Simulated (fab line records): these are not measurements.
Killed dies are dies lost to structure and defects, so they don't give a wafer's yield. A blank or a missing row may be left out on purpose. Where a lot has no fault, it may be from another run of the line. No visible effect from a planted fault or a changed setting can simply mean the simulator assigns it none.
fab line records    flow sky130    part 2 of 2: steps 42 to 42 of 42
record: lots: 6  wafers: 18  lastDay: 49
route steps=708 shown POLY_CUT@317 SD_P@320 RES_XHIGH@332 SD_N@342 PAD_OPEN@708
lots that met no fault: taken from a fault-free run of the same line
startH: start of the lot's first displayed wafer, in hours after the record's first day    waitH: hours elapsed since this lot's preceding step    " as in the row above    L1.1+2: one row covering several wafers at once    - either no value or no given start    * or withheld: withheld    < > ~ a bound
route shown NAME@n: NAME is a module with steps in the file, n the number in the route of the first one    usual: mean and standard deviation over wafers with no fault    same: alike in all rows    chamber/n: place in a boat    sites: readings site by site    _std_site: their standard deviation    _edge_site: mean of outer sites minus mean of inner sites    radiusMm: for every site, how far away it sits from the centre of the wafer    mask NAME#n: copy n    behind: the tool/chamber that last shaped the wafer    hold: what put the lot on hold/how long, in hours/how the hold closed    device: transistor that didn't switch, given as n, p or np    end of line: at the end of the route, the tests of the same wafers    step lacking rows: just its recipe    killed: the dies lost at the first sort to structure and to defects; this is not the yield of the wafer    map: the dies of a wafer, with x for killed, . for not killed, _ for no die there
set.NAME: the run value of the setting; set.NAME@STEP: its run value at that earlier step    model.NAME: the simulator's own value behind a step, which no gauge read
a table for each step, a row for each wafer; lots at some steps of the route
services: the hour from which a tool's chamber was out of use, counted from the record's first day as startH (under 0 if before that day), plus the number of hours and why
== steps ==
step: SKY_PAD_OPEN_PROBE_99
usual: killed_at_M0_to_M3: 44/8.6  killed_at_M4_up: 3.4/1.9  killedAtContacts: 23/5.7  killedAtFrontEnd: 15/4.5  killedAtOther: 0.4/0.62  killedDies: 86/11  killedOnRim: 17/4.5  killedOpen: 46/7.6  killedShort: 39/6.3
same: grossDies: 492  killedAtBackSide: 0
lot.wafer  tool       chamber  startH   waitH  killed_at_M0_to_M3  killed_at_M4_up  killedAtContacts  killedAtFrontEnd  killedAtOther  killedDies  killedOnRim  killedOpen  killedShort  model.etest.pfetG5v0d10v5.rOnOhmUm  model.etest.pfet_01v8.rOnOhmUm  model.etest.pfetG5v0d10v5.driveUaUm  model.etest.resHighPo.rsOhmSqRimLessCentre  model.etest.pfet_01v8_lvt.driveUaUm  model.etest.resHighPo.rsOhmSqRange  model.etest.pfet_01v8_mvt.driveUaUm
L647.1     prober-01  -        1089.48  0.1    51                  4                20                16                1              92          21           55          37           4923                                2896                            327.6                                9.873                                       168                                  14.21                               149.8
L647.5     prober-01  -        1089.68  0.2    59                  8                27                17                0              111         22           54          57           4892                                2952                            329.1                                8.645                                       167.6                                10.25                               148.9
L647.6     prober-01  -        1089.73  0.2    37                  3                16                24                0              80          15           44          36           4966                                3010                            324.9                                7.656                                       164.1                                11.97                               145.2
L649.2     prober-01  -        1106.48  0.1    51                  8                24                21                0              104         18           58          45           4748                                2908                            346.1                                6.551                                       174.2                                9.327                               151.5
L649.3     prober-01  -        1106.53  0.2    50                  4                22                18                0              94          17           50          43           4701                                2913                            343.9                                2.382                                       173.1                                4.86                                151.1
L649.5     prober-01  -        1106.63  0.2    48                  4                13                21                1              87          17           48          39           4674                                2914                            348.9                                1.572                                       173.7                                5.027                               152.9
L650.2     prober-01  -        1117.03  0.1    54                  4                26                14                1              99          18           58          40           4702                                3007                            346.4                                12.26                                       171.9                                14.88                               146.3
L650.4     prober-01  -        1117.13  0.2    47                  4                17                17                1              86          14           45          41           4799                                2982                            342.3                                10.77                                       174.1                                13.82                               148.1
L650.5     prober-01  -        1117.18  0.2    45                  3                25                8                 0              81          17           38          42           4720                                2983                            344.6                                7.521                                       172.5                                8.903                               147.7
L655.3     prober-02  -        1143.39  0.2    46                  5                16                10                0              77          9            44          33           4763                                2923                            348                                  6.744                                       176.3                                12.59                               147.2
L655.4     prober-02  -        1143.44  0.2    55                  3                17                8                 0              83          16           42          41           4694                                2883                            350.1                                8.619                                       178                                  11.52                               149.5
L655.6     prober-02  -        1143.54  0.2    53                  0                18                13                2              86          20           39          47           4649                                2822                            350.8                                10.5                                        178.5                                13.59                               151.9
L660.2     prober-01  -        1173.36  0.1    49                  5                21                8                 0              83          17           52          31           4944                                2961                            329.3                                -16.57                                      168.4                                17.5                                147.2
L660.4     prober-01  -        1173.46  0.2    50                  5                16                15                1              87          17           45          41           4912                                2869                            335.6                                -15.91                                      170.8                                16.71                               151.3
L660.5     prober-01  -        1173.51  0.2    42                  4                18                19                0              83          13           43          40           4971                                2896                            329.1                                -15.85                                      170.8                                17.42                               150.3
L662.1     prober-02  -        1175.13  0.1    33                  2                24                10                1              70          11           30          38           5016                                2910                            327.5                                -7.45                                       168.8                                9.06                                152.3
L662.2     prober-02  -        1175.18  0.1    40                  11               19                13                0              83          13           48          35           5034                                2941                            327.3                                -5.597                                      168.5                                8.234                               150
L662.3     prober-02  -        1175.23  0.2    45                  5                21                15                1              87          17           47          38           4952                                2866                            333.1                                -4.628                                      172.1                                10.86                               155.3
killed by level:class
L647.1 VIA1:geometricParticle:open=14 VIA2:geometricParticle:open=9 LI_CONTACT:geometricParticle:open=8 METAL2:geometricParticle:short=8 VIA3:geometricParticle:open=5 POLY_GATE:geometricParticle:open=4 CONTACT:geometricParticle:short=4 CONTACT:geometricParticle:open=4
L647.5 VIA1:geometricParticle:open=14 CONTACT:geometricParticle:open=10 VIA1:geometricParticle:short=10 LOCAL_INTERCONNECT:geometricParticle:short=7 VIA2:geometricParticle:open=7 VIA3:geometricParticle:open=7 METAL4:geometricParticle:short=7 POLY_GATE:geometricParticle:short=6
L647.6 VIA1:geometricParticle:open=10 POLY_GATE:geometricParticle:open=8 LI_CONTACT:geometricParticle:open=5 METAL1:geometricParticle:short=5 VIA1:geometricParticle:short=5 VIA3:geometricParticle:open=4 LOCAL_INTERCONNECT:geometricParticle:short=4 CONTACT:geometricParticle:open=4
L649.2 VIA1:geometricParticle:open=15 CONTACT:geometricParticle:open=9 FIELD_ISO:geometricParticle:open=8 METAL1:geometricParticle:short=8 LI_CONTACT:geometricParticle:open=6 VIA1:geometricParticle:short=6 VIA3:geometricParticle:open=6 METAL4:geometricParticle:short=5
L649.3 VIA3:geometricParticle:open=9 METAL2:geometricParticle:short=8 VIA2:geometricParticle:open=8 CONTACT:geometricParticle:open=8 METAL1:geometricParticle:short=8 LI_CONTACT:geometricParticle:open=7 VIA3:geometricParticle:short=6 VIA1:geometricParticle:open=5
L649.5 FIELD_ISO:geometricParticle:open=8 VIA1:geometricParticle:open=8 METAL1:geometricParticle:short=7 VIA3:geometricParticle:open=7 CONTACT:geometricParticle:open=6 VIA1:geometricParticle:short=5 METAL2:geometricParticle:short=4 LI_CONTACT:geometricParticle:open=4
L650.2 VIA1:geometricParticle:open=17 CONTACT:geometricParticle:open=8 VIA2:geometricParticle:open=7 LOCAL_INTERCONNECT:geometricParticle:short=6 CONTACT:geometricParticle:short=5 VIA3:geometricParticle:open=5 VIA1:geometricParticle:short=5 METAL2:geometricParticle:short=5
L650.4 VIA1:geometricParticle:open=10 VIA3:geometricParticle:open=8 VIA1:geometricParticle:short=8 METAL1:geometricParticle:short=7 FIELD_ISO:geometricParticle:open=6 POLY_GATE:geometricParticle:open=5 METAL3:geometricParticle:short=5 CONTACT:geometricParticle:short=4
L650.5 VIA1:geometricParticle:open=9 LI_CONTACT:geometricParticle:open=7 METAL1:geometricParticle:short=6 METAL2:geometricParticle:short=6 VIA3:geometricParticle:open=6 LOCAL_INTERCONNECT:geometricParticle:short=5 CONTACT:geometricParticle:short=5 VIA2:geometricParticle:open=5
L655.3 VIA1:geometricParticle:open=11 VIA3:geometricParticle:open=7 CONTACT:geometricParticle:open=6 VIA2:geometricParticle:open=5 METAL4:geometricParticle:short=5 METAL1:geometricParticle:short=5 VIA1:geometricParticle:short=5 LI_CONTACT:geometricParticle:open=4
L655.4 VIA3:geometricParticle:open=13 VIA1:geometricParticle:open=10 VIA2:geometricParticle:open=7 METAL1:geometricParticle:short=6 CONTACT:geometricParticle:open=5 VIA3:geometricParticle:short=5 LOCAL_INTERCONNECT:geometricParticle:short=4 CONTACT:geometricParticle:short=4
L655.6 VIA3:geometricParticle:open=8 VIA3:geometricParticle:short=8 CONTACT:geometricParticle:open=7 METAL2:geometricParticle:short=6 VIA1:geometricParticle:open=6 LOCAL_INTERCONNECT:geometricParticle:short=5 VIA2:geometricParticle:short=5 VIA2:geometricParticle:open=5
L660.2 CONTACT:geometricParticle:open=11 VIA2:geometricParticle:open=10 VIA3:geometricParticle:open=9 VIA1:geometricParticle:open=9 METAL1:geometricParticle:short=6 VIA1:geometricParticle:short=6 LI_CONTACT:geometricParticle:open=5 METAL4:geometricParticle:short=4
L660.4 VIA1:geometricParticle:open=14 CONTACT:geometricParticle:short=7 VIA1:geometricParticle:short=6 VIA2:geometricParticle:open=6 FIELD_ISO:geometricParticle:open=5 VIA2:geometricParticle:short=5 METAL4:geometricParticle:short=5 METAL2:geometricParticle:short=4
L660.5 FIELD_ISO:geometricParticle:open=9 VIA2:geometricParticle:open=8 METAL3:geometricParticle:short=8 VIA1:geometricParticle:open=7 FIELD_ISO:geometricParticle:short=6 CONTACT:geometricParticle:open=6 VIA1:geometricParticle:short=6 CONTACT:geometricParticle:short=5
L662.1 LI_CONTACT:geometricParticle:open=8 CONTACT:geometricParticle:short=7 METAL1:geometricParticle:short=7 VIA3:geometricParticle:open=6 VIA2:geometricParticle:open=5 LOCAL_INTERCONNECT:geometricParticle:short=4 VIA1:geometricParticle:open=4 FIELD_ISO:geometricParticle:open=3
L662.2 METAL1:geometricParticle:short=9 VIA1:geometricParticle:open=9 CONTACT:geometricParticle:open=7 METAL4:geometricParticle:short=7 FIELD_ISO:geometricParticle:open=6 LI_CONTACT:geometricParticle:open=6 VIA2:geometricParticle:open=6 METAL2:geometricParticle:short=4
L662.3 VIA1:geometricParticle:open=8 METAL1:geometricParticle:short=7 METAL2:geometricParticle:short=7 FIELD_ISO:geometricParticle:open=6 LI_CONTACT:geometricParticle:open=6 VIA3:geometricParticle:open=6 VIA2:geometricParticle:open=6 CONTACT:geometricParticle:open=5
== services ==
tool            chamber  startH  hours  kind
plasmaAsher-02  -        560.32  1.0    repair
plasmaAsher-01  -        569.39  2.8    pm
plasmaAsher-04  -        573.52  1.0    repair
rieDiel-01      1        590.90  3.9    repair
rieDiel-03      -        593.11  2.8    pm
plasmaAsher-02  -        610.15  0.9    repair
rieDiel-01      0        630.89  22.3   repair
rieDiel-03      1        634.90  7.0    repair
plasmaAsher-04  -        645.43  3.6    repair
implanter-01    -        650.39  27.1   pm
rieDiel-01      3        657.14  6.1    repair
rieDiel-01      2        686.81  7.9    repair
rieDiel-03      0        699.54  9.1    repair
rieDiel-03      2        715.08  4.6    repair
plasmaAsher-04  -        733.75  9.0    pm
plasmaAsher-04  0        733.75  9.0    ventCycle
plasmaAsher-04  1        733.75  9.0    ventCycle
plasmaAsher-02  -        738.62  2.1    repair
plasmaAsher-03  -        745.77  2.1    repair
rieDiel-03      0        747.43  3.6    repair
implanter-04    -        749.97  7.0    repair
rieDiel-01      3        761.84  3.8    repair
rieDiel-01      2        770.84  10.4   repair
plasmaAsher-04  -        777.00  2.8    pm
== key ==
firstSign none at tools or gauges
modelEffect: step: SKY_PAD_OPEN_PROBE_99  value: etest.pfetG5v0d10v5.rOnOhmUm  without: 4782  struck: 4972
metAt SKY_SD_P_IMPLANT_09
struckWafers L660.2,L660.4,L660.5,L662.1,L662.2,L662.3
testerLeftOut L660,L662
onsetBetween 678.49 725.82
alsoFits time
fault: kind: processParameterDrift  tool: implanter-01  chamber: -  onsetH: 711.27  steps: SKY_SD_P_IMPLANT_09  channel: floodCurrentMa  offset: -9  shape: step  endH: 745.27
testerLeftOut: of these lots the tester's yield and bins aren't shown, on N5 and GAA mostly nor the transistor test; their killed dies are dies lost to structure and defects alone, not to doping, threshold or leakage, so they don't give the yield
